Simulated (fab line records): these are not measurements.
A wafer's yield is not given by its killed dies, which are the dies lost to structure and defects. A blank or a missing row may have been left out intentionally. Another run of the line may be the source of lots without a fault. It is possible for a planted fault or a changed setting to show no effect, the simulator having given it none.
Matching of chambers -- flow gf180mcu -- 4 sister chambers for GF_CONTACT_CMP_27 on cmp-02
The step polishes, stops on SiO2, t overpolish 15 s, target thk 0 nm. 8 wafers are shown with their chamber, then 7 later ones without.

== WAFERS, EACH WITH ITS CHAMBER ==
wafer,chamber,motor current A (A),time to endpoint s (s)
L251.5,3,8.6,74.0
L256.1,3,8.1,76.1
L258.1,0,10.8,71.8
L258.6,1,13.1,71.1
L268.5,2,12.6,73.1
L268.6,1,12.4,75.1
L270.3,2,11.9,74.1
L270.5,0,10.7,72.3

== WAFERS WITH NO CHAMBER GIVEN ==
wafer,motor current A (A),time to endpoint s (s)
L270.6,12.6,73.3
L271.1,8.2,74.8
L271.5,12.6,73.6
L271.6,11.2,71.3
L273.3,12.4,74.3
L273.4,11.2,76.9
L273.5,12.4,76.9

== CHAMBER TAKEN BY EACH ==
wafer,from the rows above,in truth
L270.6,can't be placed: 1 or 2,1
L271.1,3,3
L271.5,can't be placed: 1 or 2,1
L271.6,can't be placed: 0 or 2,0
L273.3,can't be placed: 2 or 1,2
L273.4,can't be placed: 0 or 2 or 1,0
L273.5,can't be placed: 2 or 1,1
Placed correctly: 1 of 7. Unplaceable from these rows: 6, with the true chamber sitting among the candidates in 6. 0 placed wrongly.
How it was worked out, from the rows above alone: a wafer's distance from a chamber is the root of the sum, over the readings, of the square of ((its reading less the chamber's mean) divided by the reading's scatter). The wafer belongs to the nearest chamber; if the next one is less than 2 further off, it can't be placed. Each chamber's mean is taken over the wafers shown for it. The scatter is the square root of a quotient: the sum, over the shown wafers, of each reading's squared deviation from its chamber's mean, divided by wafers minus chambers.
